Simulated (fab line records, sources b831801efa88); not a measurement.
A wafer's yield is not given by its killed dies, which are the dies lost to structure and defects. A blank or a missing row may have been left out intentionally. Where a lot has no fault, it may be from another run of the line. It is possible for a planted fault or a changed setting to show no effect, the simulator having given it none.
What tool caused it? / flow sky130 / 14 lots with 40 wafers sampled at 4 steps, on a route of 708 steps

WHAT THE GAUGES READ, wafer by wafer
SKY_FIELD_ISO_THK_MEAS_04. Usual: FIELD_ISO_CVD_03_THK 164.5 nm, standard deviation 1.4.
lot=L571; measured=day 1 15:53; on=film_metro-02; FIELD_ISO_CVD_03_THK (nm)=163.8 163.8 163.3; flag=
lot=L572; measured=day 1 20:13; on=film_metro-02; FIELD_ISO_CVD_03_THK (nm)=166.1 165.3 165.8; flag=
lot=L573; measured=day 2 00:20; on=film_metro-02; FIELD_ISO_CVD_03_THK (nm)=167.1 168.2 166.4; flag=
lot=L574; measured=day 2 05:17; on=film_metro-02; FIELD_ISO_CVD_03_THK (nm)=166.4 165.9 165.8; flag=
lot=L577; measured=day 2 20:23; on=film_metro-01; FIELD_ISO_CVD_03_THK (nm)=162.5 163.2; flag=
lot=L580; measured=day 3 11:41; on=film_metro-04; FIELD_ISO_CVD_03_THK (nm)=163.5 163.8 163.1; flag=
lot=L581; measured=day 3 19:47; on=film_metro-01; FIELD_ISO_CVD_03_THK (nm)=163.9 164.8; flag=
lot=L585; measured=day 4 13:50; on=film_metro-01; FIELD_ISO_CVD_03_THK (nm)=166.0 163.8 164.8; flag=
lot=L588; measured=day 5 02:44; on=film_metro-02; FIELD_ISO_CVD_03_THK (nm)=163.4 163.1 163.5; flag=
lot=L590; measured=day 5 12:53; on=film_metro-04; FIELD_ISO_CVD_03_THK (nm)=163.9 165.2 164.8; flag=
lot=L591; measured=day 5 18:20; on=film_metro-02; FIELD_ISO_CVD_03_THK (nm)=166.3 165.7 164.6; flag=
lot=L592; measured=day 5 23:08; on=film_metro-04; FIELD_ISO_CVD_03_THK (nm)=165.2 164.6 164.5; flag=
lot=L593; measured=day 6 04:17; on=film_metro-01; FIELD_ISO_CVD_03_THK (nm)=165.2 165.9 165.6; flag=
lot=L594; measured=day 6 10:25; on=film_metro-01; FIELD_ISO_CVD_03_THK (nm)=166.3 163.7 165.1; flag=

SKY_FIELD_ISO_THK_MEAS_25. Usual: FIELD_ISO_CVD_24_THK 594 nm, standard deviation 5.5.
lot=L571; measured=day 2 08:32; on=film_metro-02; FIELD_ISO_CVD_24_THK (nm)=599 602 605; flag=
lot=L572; measured=day 2 14:02; on=film_metro-02; FIELD_ISO_CVD_24_THK (nm)=585 595 595; flag=
lot=L573; measured=day 2 18:31; on=film_metro-04; FIELD_ISO_CVD_24_THK (nm)=588 592 596; flag=
lot=L574; measured=day 2 22:55; on=film_metro-04; FIELD_ISO_CVD_24_THK (nm)=591 584 591; flag=
lot=L577; measured=day 3 19:16; on=film_metro-04; FIELD_ISO_CVD_24_THK (nm)=596 603; flag=
lot=L580; measured=day 4 06:32; on=film_metro-01; FIELD_ISO_CVD_24_THK (nm)=600 596 594; flag=
lot=L581; measured=day 4 13:27; on=film_metro-02; FIELD_ISO_CVD_24_THK (nm)=598 593; flag=
lot=L585; measured=day 5 10:20; on=film_metro-04; FIELD_ISO_CVD_24_THK (nm)=586 591 593; flag=
lot=L588; measured=day 6 00:07; on=film_metro-01; FIELD_ISO_CVD_24_THK (nm)=592 592 589; flag=
lot=L590; measured=day 6 09:09; on=film_metro-01; FIELD_ISO_CVD_24_THK (nm)=585 598 591; flag=
lot=L591; measured=day 6 14:41; on=film_metro-04; FIELD_ISO_CVD_24_THK (nm)=596 593 584; flag=
lot=L592; measured=day 6 20:44; on=film_metro-02; FIELD_ISO_CVD_24_THK (nm)=587 589 593; flag=
lot=L593; measured=day 7 01:26; on=film_metro-01; FIELD_ISO_CVD_24_THK (nm)=587 591 596; flag=
lot=L594; measured=day 7 08:10; on=film_metro-04; FIELD_ISO_CVD_24_THK (nm)=583 598 592; flag=

SKY_NWELL_OVL_MEAS_10. Usual: NWELL_00_OVL -0.2 nm, standard deviation 1.4.
lot=L571; measured=day 4 13:26; on=overlay-01; NWELL_00_OVL (nm)=-0.6 2.6 2.0; flag=
lot=L572; measured=day 4 19:25; on=overlay-02; NWELL_00_OVL (nm)=0.3 -3.4 -2.1; flag=
lot=L573; measured=day 4 23:50; on=overlay-02; NWELL_00_OVL (nm)=-1.1 0.1 -0.7; flag=
lot=L574; measured=day 5 03:53; on=overlay-02; NWELL_00_OVL (nm)=0.0 0.7 -1.1; flag=
lot=L577; measured=day 6 12:17; on=overlay-02; NWELL_00_OVL (nm)=-2.4 -1.4; flag=
lot=L580; measured=day 6 20:04; on=overlay-02; NWELL_00_OVL (nm)=0.2 -0.6 -1.2; flag=
lot=L581; measured=day 7 01:49; on=overlay-02; NWELL_00_OVL (nm)=-1.0 -1.9; flag=
lot=L585; measured=day 8 01:22; on=overlay-01; NWELL_00_OVL (nm)=0.7 1.5 1.1; flag=
lot=L588; measured=day 8 17:52; on=overlay-01; NWELL_00_OVL (nm)=-1.2 -1.0 -2.2; flag=
lot=L590; measured=day 9 03:59; on=overlay-01; NWELL_00_OVL (nm)=1.2 2.6 0.9; flag=
lot=L591; measured=day 9 10:13; on=overlay-02; NWELL_00_OVL (nm)=-0.8 -2.3 -1.5; flag=
lot=L592; measured=day 9 14:46; on=overlay-02; NWELL_00_OVL (nm)=0.5 -1.0 0.9; flag=
lot=L593; measured=day 9 20:19; on=overlay-01; NWELL_00_OVL (nm)=1.4 0.5 0.3; flag=
lot=L594; measured=day 10 03:13; on=overlay-02; NWELL_00_OVL (nm)=-0.7 -0.8 -2.1; flag=

WHICH TOOL RAN EACH LOT (tool, then ch and the chambers of the sampled wafers, then the start)
lot=L571; SKY_FIELD_ISO_ETCH_17=rie_si-01 ch 0,2, day 2 06:05
lot=L572; SKY_FIELD_ISO_ETCH_17=rie_si-01 ch 0,1, day 2 11:13
lot=L573; SKY_FIELD_ISO_ETCH_17=rie_si-02 ch 1,2, day 2 15:50
lot=L574; SKY_FIELD_ISO_ETCH_17=rie_si-01 ch 1,2, day 2 21:14
lot=L577; SKY_FIELD_ISO_ETCH_17=rie_si-02 ch 1,2, day 3 12:40
lot=L580; SKY_FIELD_ISO_ETCH_17=rie_si-02 ch 1,2, day 4 03:32
lot=L581; SKY_FIELD_ISO_ETCH_17=rie_si-02 ch 0,2, day 4 11:26
lot=L585; SKY_FIELD_ISO_ETCH_17=rie_si-01 ch 0,2, day 5 07:52
lot=L588; SKY_FIELD_ISO_ETCH_17=rie_si-01 ch 0,2, day 5 20:50
lot=L590; SKY_FIELD_ISO_ETCH_17=rie_si-01 ch 1,2, day 6 07:01
lot=L591; SKY_FIELD_ISO_ETCH_17=rie_si-01 ch 0,2,3, day 6 13:00
lot=L592; SKY_FIELD_ISO_ETCH_17=rie_si-01 ch 0,1,2, day 6 18:38
lot=L593; SKY_FIELD_ISO_ETCH_17=rie_si-02 ch 0,1,2, day 6 23:44
lot=L594; SKY_FIELD_ISO_ETCH_17=rie_si-02 ch 0,1,3, day 7 06:32
- SKY_FIELD_ISO_ETCH_17: etches Si in HBr/Cl2/O2, target depth 342 nm, time 97.7 s.

AS READ BY THE TOOLS THEMSELVES (means over the sampled wafers that have a number; for cases with no such wafer, the mark the record gives instead)
SKY_FIELD_ISO_ETCH_17. Usual: drypump_motor_current_A 5.6 A, standard deviation 0.69; he_backside_leak_sccm 2.67 sccm, standard deviation 0.22; oes_product_au 1.004 a.u., standard deviation 0.011; run_length_s 125.9 s, standard deviation 0.39; throttle_valve_pct 25.653 %, standard deviation 0.011.
lot=L571; tool=rie_si-01; drypump_motor_current_A (A)=5.2; he_backside_leak_sccm (sccm)=2.50; oes_product_au (a.u.)=1.000; run_length_s (s)=126.0; throttle_valve_pct (%)=25.656; flag=
lot=L572; tool=rie_si-01; drypump_motor_current_A (A)=6.3; he_backside_leak_sccm (sccm)=2.51; oes_product_au (a.u.)=1.009; run_length_s (s)=125.8; throttle_valve_pct (%)=25.656; flag=
lot=L573; tool=rie_si-02; drypump_motor_current_A (A)=5.3; he_backside_leak_sccm (sccm)=2.80; oes_product_au (a.u.)=1.015; run_length_s (s)=125.7; throttle_valve_pct (%)=25.648; flag=
lot=L574; tool=rie_si-01; drypump_motor_current_A (A)=5.5; he_backside_leak_sccm (sccm)=2.82; oes_product_au (a.u.)=0.999; run_length_s (s)=126.0; throttle_valve_pct (%)=25.661; flag=
lot=L577; tool=rie_si-02; drypump_motor_current_A (A)=5.4; he_backside_leak_sccm (sccm)=2.75; oes_product_au (a.u.)=1.022; run_length_s (s)=91.8; throttle_valve_pct (%)=25.642; flag=OFF
lot=L580; tool=rie_si-02; drypump_motor_current_A (A)=5.3; he_backside_leak_sccm (sccm)=2.87; oes_product_au (a.u.)=1.026; run_length_s (s)=103.0; throttle_valve_pct (%)=25.633; flag=OFF
lot=L581; tool=rie_si-02; drypump_motor_current_A (A)=4.9; he_backside_leak_sccm (sccm)=2.87; oes_product_au (a.u.)=1.015; run_length_s (s)=108.8; throttle_valve_pct (%)=25.640; flag=OFF
lot=L585; tool=rie_si-01; drypump_motor_current_A (A)=5.1; he_backside_leak_sccm (sccm)=2.55; oes_product_au (a.u.)=1.006; run_length_s (s)=125.9; throttle_valve_pct (%)=25.653; flag=
lot=L588; tool=rie_si-01; drypump_motor_current_A (A)=5.3; he_backside_leak_sccm (sccm)=2.52; oes_product_au (a.u.)=0.997; run_length_s (s)=125.7; throttle_valve_pct (%)=25.656; flag=
lot=L590; tool=rie_si-01; drypump_motor_current_A (A)=5.5; he_backside_leak_sccm (sccm)=2.74; oes_product_au (a.u.)=1.003; run_length_s (s)=126.0; throttle_valve_pct (%)=25.656; flag=
lot=L591; tool=rie_si-01; drypump_motor_current_A (A)=5.2; he_backside_leak_sccm (sccm)=2.54; oes_product_au (a.u.)=0.987; run_length_s (s)=125.9; throttle_valve_pct (%)=25.657; flag=
lot=L592; tool=rie_si-01; drypump_motor_current_A (A)=5.7; he_backside_leak_sccm (sccm)=2.57; oes_product_au (a.u.)=1.000; run_length_s (s)=125.6; throttle_valve_pct (%)=25.655; flag=
lot=L593; tool=rie_si-02; drypump_motor_current_A (A)=5.2; he_backside_leak_sccm (sccm)=2.80; oes_product_au (a.u.)=1.012; run_length_s (s)=125.6; throttle_valve_pct (%)=25.650; flag=
lot=L594; tool=rie_si-02; drypump_motor_current_A (A)=5.6; he_backside_leak_sccm (sccm)=2.73; oes_product_au (a.u.)=1.003; run_length_s (s)=125.8; throttle_valve_pct (%)=25.652; flag=

THE ANSWER, worked out from the rows above alone
Rule: a lot counts as off when the mean over its wafers that have a number is more than 3 standard deviations away from the usual mean. A lot without any number at a reading at which 4 lots or more have one is off too. All remaining lots with rows at the step are treated as sound. After the gauges, taken in route order, come the tools' own readings; for these a lot's mean is taken, as printed above. At the first step where some lot is off, the reading lying furthest off is the one used; lots without a number count as furthest.
Off: L577, L580, L581, at SKY_FIELD_ISO_ETCH_17 (run_length_s).
If a tool, at that step or one of the process steps before it, ran each lot that is off and ran no sound lot following the first of them, it fits. None of those tried fits.

WHAT THE SIMULATOR HAD INSERTED
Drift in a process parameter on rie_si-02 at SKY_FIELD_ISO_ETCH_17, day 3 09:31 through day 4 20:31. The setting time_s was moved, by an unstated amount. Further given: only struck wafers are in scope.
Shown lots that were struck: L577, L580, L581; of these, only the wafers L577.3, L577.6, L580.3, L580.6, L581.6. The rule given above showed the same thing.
